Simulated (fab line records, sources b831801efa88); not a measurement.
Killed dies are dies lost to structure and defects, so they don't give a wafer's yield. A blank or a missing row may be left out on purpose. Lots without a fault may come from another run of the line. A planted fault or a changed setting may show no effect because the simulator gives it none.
fab line records | flow sky130 | part 2 of 2: steps 24 to 33 of 33
record lots=5 wafers=15 last_day=47
route steps=708 shown VIA4@653 METAL5@661 PASSIVATION@681
lots that met no fault: from a run of the same line without faults
start_h: hours from the record's first day to the start of the lot's first wafer shown | wait_h: hours since the lot's step before | " the same as in the row above | L1.1+2: a row that stands for several wafers | - no value, or no start given | * or withheld: withheld | < > ~ a bound
route shown NAME@n: a module of which the file shows steps, and the number in the route of the first | usual: mean/standard deviation of fault-free wafers | same: alike in all rows | chamber/n: place in a boat | sites: the reading at each site | _std_site: their standard deviation | _edge_site: outer sites' mean less inner sites' | radius_mm: how far each site lies from the wafer's centre | mask NAME#n: copy n | behind: the tool/chamber that last shaped the wafer | hold: why the lot was held/for how many hours/how that ended | device: the transistor (n, p or np) that didn't switch | end of line: the same wafers' tests at the end of the route | a step without rows: its recipe alone | killed: dies lost to structure and defects at the first sort, not the wafer's yield | map: a wafer's dies, x killed, . not, _ none there
set.NAME: the setting as run; set.NAME@STEP: as run at that earlier step | model.NAME: the simulator's own value behind a step, which no gauge read
lots at some steps of the route; a table a step, a row a wafer
services: from which hour (start_h, from the record's first day; less than 0 if before it) a tool's chamber was out of use, for how many hours, and why
## steps
# step SKY_METAL5_METAL_ETCH_15
# recipe target_depth_a=12600 stop_on=SiO2 over_etch_frac=0.2 time_s=252 chemistry=Cl2/BCl3 resist_sidewall_deg=86 pressure_mtorr=10 icp_w=900 bias_w=48.5 Cl2_flow_sccm=60 bcl3_flow_sccm=30
# usual bcl3_flow_sccm=30.01/0.086 bias_w=48.47/0.15 drypump_motor_current_A=5.59/0.29 oes_product_au=0.894/0.0054 throttle_valve_pct=22.264/0.0093
# columns lot.wafer tool chamber start_h wait_h bcl3_flow_sccm bias_w drypump_motor_current_A oes_product_au rf_hours_counter_h throttle_valve_pct
L077.2 rie_metal-01 1 1047.13 0.1 29.96 48.63 5.06 0.894 - 22.277
L077.3 " 1 " " 29.84 48.68 5.04 0.895 - 22.252
L077.5 " 1 " " 29.95 48.79 5.04 0.893 - 22.245
L079.1 rie_metal-03 0 1057.35 0.0 30.13 48.43 5.63 0.898 7 22.262
L079.4 " 1 " " 29.88 48.34 5.16 0.901 - 22.284
L079.6 " 1 " " 30.03 48.31 5.18 0.895 - 22.261
L080.3 rie_metal-02 0 1068.05 0.1 30.05 48.29 5.71 0.898 - 22.268
L080.4 " 1 " " 30.13 48.48 5.89 0.884 - 22.264
L080.5 " 1 " " 30.15 48.52 5.90 0.895 - 22.252
L085.1 rie_metal-02 0 1094.77 0.0 29.99 48.54 5.73 0.889 11 22.258
L085.3 " 0 " " 30.12 48.45 5.69 0.895 - 22.243
L085.6 " 1 " " 30.05 48.39 5.88 0.895 - 22.263
L086.1 rie_metal-01 0 1096.70 0.0 29.84 48.67 5.59 0.895 2 22.265
L086.4 " 1 " " 30.08 48.48 5.05 0.894 - 22.271
L086.6 " 0 " " 30.00 48.54 5.58 0.887 - 22.272
# step SKY_METAL5_STRIP_16
# recipe chemistry=O2/N2 power_w=1400 pressure_mtorr=1500 platen_temp_c=withheld o2_flow_sccm=3000 n2_flow_sccm=300 overash_fraction=0.5
# usual drypump_motor_current_A=5.6/0.61 oes_product_au=0.710/0.0046 strip_time_to_endpoint_s=13.03/0.11
# columns lot.wafer tool chamber start_h wait_h drypump_motor_current_A oes_product_au rf_hours_counter_h strip_time_to_endpoint_s
L077.2 plasma_asher-04 0 1047.52 0.3 5.6 0.700 90 13.13
L077.3 " 0 " " 5.6 0.711 - 13.11
L077.5 " 1 " " 5.8 0.705 - 13.12
L079.1 plasma_asher-02 0 1057.58 0.2 6.4 0.716 31 13.07
L079.4 " 0 " " 6.4 0.717 - 13.02
L079.6 " 1 " " 4.9 0.710 - 13.10
L080.3 plasma_asher-02 1 1068.24 0.1 4.9 0.715 - 13.12
L080.4 " 0 " " 6.4 0.712 - 13.08
L080.5 " 0 " " 6.4 0.706 - 13.10
L085.1 plasma_asher-03 0 1095.01 0.2 6.3 0.710 64 12.95
L085.3 " 1 " " 4.9 0.714 - 12.87
L085.6 " 1 " " 4.9 0.714 - 12.84
L086.1 plasma_asher-02 1 1096.93 0.2 4.9 0.708 35 13.23
L086.4 " 1 " " 4.9 0.706 - 13.23
L086.6 " 1 " " 4.9 0.713 - 13.15
# step SKY_METAL5_STRIP_17
# recipe chemistry=post_etch_residue_remover time_s=1200 temp_c=72.5
# usual bath_heat_duty_pct=15.8/1.1
# columns lot.wafer tool chamber start_h wait_h bath_heat_duty_pct
L077.2 wet_bench-01 3 1047.62 0.1 15.8
L077.3 " 3 " " 15.4
L077.5 " 3 " " 15.8
L079.1 wet_bench-02 2 1057.68 0.1 16.6
L079.4 " 2 " " 16.0
L079.6 " 2 " " 15.8
L080.3 wet_bench-02 3 1068.31 0.0 14.9
L080.4 " 3 " " 11.9
L080.5 " 3 " " 13.9
L085.1 wet_bench-02 1 1095.11 0.1 18.1
L085.3 " 1 " " 16.3
L085.6 " 1 " " 17.5
L086.1 wet_bench-04 3 1097.03 0.1 14.5
L086.4 " 3 " " 14.4
L086.6 " 3 " " 14.7
# step SKY_METAL5_CLEAN_18
# recipe chemistry=IPA time_s=180 temp_c=25
# usual bath_heat_duty_pct=6.7/0.56
# columns lot.wafer tool chamber start_h wait_h bath_heat_duty_pct
L077.2 wet_bench-04 1 1047.96 0.0 7.2
L077.3 " 1 " " 6.5
L077.5 " 1 " " 7.8
L079.1 wet_bench-04 3 1058.02 0.0 5.9
L079.4 " 3 " " 5.4
L079.6 " 3 " " 6.1
L080.3 wet_bench-04 1 1068.65 0.0 6.5
L080.4 " 1 " " 5.8
L080.5 " 1 " " 6.6
L085.1 wet_bench-01 2 1095.45 0.0 6.5
L085.3 " 2 " " 6.4
L085.6 " 2 " " 5.6
L086.1 wet_bench-01 0 1097.37 0.0 6.5
L086.4 " 0 " " 6.1
L086.6 " 0 " " 7.0
# step SKY_METAL5_CLEAN_19
# recipe chemistry=O3/DIW dry=n2_spin
# columns lot.wafer tool chamber start_h wait_h
L077.2+3+5 wet_bench-01 0 1048.02 0.0
L079.1+4+6 wet_bench-02 0 1058.09 0.0
L080.3+4+5 wet_bench-02 0 1068.71 0.0
L085.1+3+6 wet_bench-04 0 1095.51 0.0
L086.1+4+6 wet_bench-02 3 1097.43 0.0
# step SKY_PASSIVATION_CVD_00
# recipe material=SiO2 target_thk_nm=90 temp_c=400 time_s=withheld rf_w=600
# usual heater_power_w=651/62
# columns lot.wafer tool chamber start_h wait_h heater_power_w
L077.2 pecvd-03 2 1048.12 0.0 591
L077.3 " 1 " " 598
L077.5 " 2 " " 588
L079.1 pecvd-02 0 1058.19 0.0 556
L079.4 " 0 " " 572
L079.6 " 0 " " 573
L080.3 pecvd-03 0 1068.80 0.0 656
L080.4 " 0 " " 647
L080.5 " 1 " " 615
L085.1 pecvd-01 1 1095.61 0.0 615
L085.3 " 0 " " 730
L085.6 " 1 " " 604
L086.1 pecvd-02 1 1097.52 0.0 764
L086.4 " 2 " " 614
L086.6 " 1 " " 750
# step SKY_PASSIVATION_THK_MEAS_01
# recipe reads=SiO2_of_PASSIVATION_CVD_00
# usual PASSIVATION_CVD_00_THK=90.0/1
# columns lot.wafer tool chamber start_h wait_h PASSIVATION_CVD_00_THK[nm]
L077.2 film_metro-04 - 1048.15 - 89.4
L077.3 " - " " 89.8
L077.5 " - " " 90.5
L079.1 film_metro-01 - 1058.22 - 89.0
L079.4 " - " " 90.2
L079.6 " - " " 91.0
L080.3 film_metro-01 - 1068.84 - 89.5
L080.4 " - " " 91.2
L080.5 " - " " 91.5
L085.1 film_metro-01 - 1095.63 - 89.7
L085.3 " - " " 89.6
L085.6 " - " " 91.1
L086.1 film_metro-04 - 1097.55 - 91.0
L086.4 " - " " 91.6
L086.6 " - " " 91.9
# step SKY_PASSIVATION_CVD_02
# recipe material=Si3N4 target_thk_nm=540 temp_c=400 time_s=withheld rf_w=450
# usual heater_power_w=705/61
# columns lot.wafer tool chamber start_h wait_h heater_power_w
L077.2 pecvd-02 0 1048.20 0.0 644
L077.3 " 1 " " 789
L077.5 " 1 " " 662
L079.1 pecvd-03 2 1058.28 0.1 650
L079.4 " 0 " " 625
L079.6 " 2 " " 684
L080.3 pecvd-01 0 1069.00 0.1 653
L080.4 " 2 " " 715
L080.5 " 2 " " 753
L085.1 pecvd-03 2 1095.69 0.1 710
L085.3 " 1 " " 733
L085.6 " 1 " " 744
L086.1 pecvd-01 2 1097.61 0.1 746
L086.4 " 2 " " 761
L086.6 " 0 " " 779
# step SKY_PASSIVATION_THK_MEAS_03
# recipe reads=Si3N4_of_PASSIVATION_CVD_02
# usual PASSIVATION_CVD_02_THK=541/6.2
# columns lot.wafer tool chamber start_h wait_h PASSIVATION_CVD_02_THK[nm]
L077.2 film_metro-03 - 1048.43 - 535
L077.3 " - " " 545
L077.5 " - " " 548
L079.1 film_metro-01 - 1058.50 - 528
L079.4 " - " " 536
L079.6 " - " " 532
L080.3 film_metro-03 - 1069.24 - 541
L080.4 " - " " 539
L080.5 " - " " 539
L085.1 film_metro-04 - 1095.92 - 540
L085.3 " - " " 535
L085.6 " - " " 540
L086.1 film_metro-01 - 1097.83 - 538
L086.4 " - " " 547
L086.6 " - " " 551
# step SKY_PASSIVATION_DEHYDRATE_04
# recipe temp_c=200 time_s=60
# usual exhaust_pa=45.2/0.93
# columns lot.wafer tool chamber start_h wait_h exhaust_pa
L077.2 litho_track-03 0 1058.58 10.1 45.7
L077.3 " 0 " " 45.6
L077.5 " 0 " " 45.4
L079.1 litho_track-03 0 1068.65 10.1 44.7
L079.4 " 0 " " 46.0
L079.6 " 0 " " 45.8
L080.3 litho_track-01 0 1078.93 9.7 46.7
L080.4 " 0 " " 46.5
L080.5 " 0 " " 47.2
L085.1 litho_track-02 0 1104.96 9.0 45.5
L085.3 " 0 " " 44.6
L085.6 " 0 " " 44.6
L086.1 litho_track-01 0 1107.48 9.6 46.8
L086.4 " 0 " " 45.4
L086.6 " 0 " " 46.6
## services
# columns tool chamber start_h hours kind
rie_metal-03 0 1000.94 7.6 repair
cmp-02 - 1019.30 1.9 repair
rie_metal-01 0 1024.11 7.4 repair
pecvd-02 - 1024.80 0.6 repair
rie_metal-01 0 1036.26 - clean
rie_metal-01 0 1036.26 24.2 scheduled_down
plasma_asher-03 - 1041.38 2.8 pm
pecvd-02 2 1053.72 1.8 repair
pecvd-02 1 1054.97 4.3 repair
pecvd-03 - 1059.75 0.8 repair
plasma_asher-02 - 1063.12 2.8 pm
pecvd-01 1 1068.27 5.2 repair
plasma_asher-03 - 1075.35 8.0 repair
pvd_sputter-01 2 1076.61 - consumable_replace:kit
pvd_sputter-01 2 1076.61 18.0 scheduled_down
pvd_sputter-01 2 1076.61 18.0 vent_cycle
pvd_sputter-03 - 1079.44 1.3 repair
cmp-01 - 1082.20 2.1 repair
cmp-01 - 1084.30 4.0 pm
iline_stepper-01 - 1088.52 1.9 repair
cmp-01 - 1090.76 5.9 pm
cmp-02 - 1096.77 0.6 repair
plasma_asher-04 - 1099.87 28.1 pm
pecvd-02 - 1100.52 1.1 repair
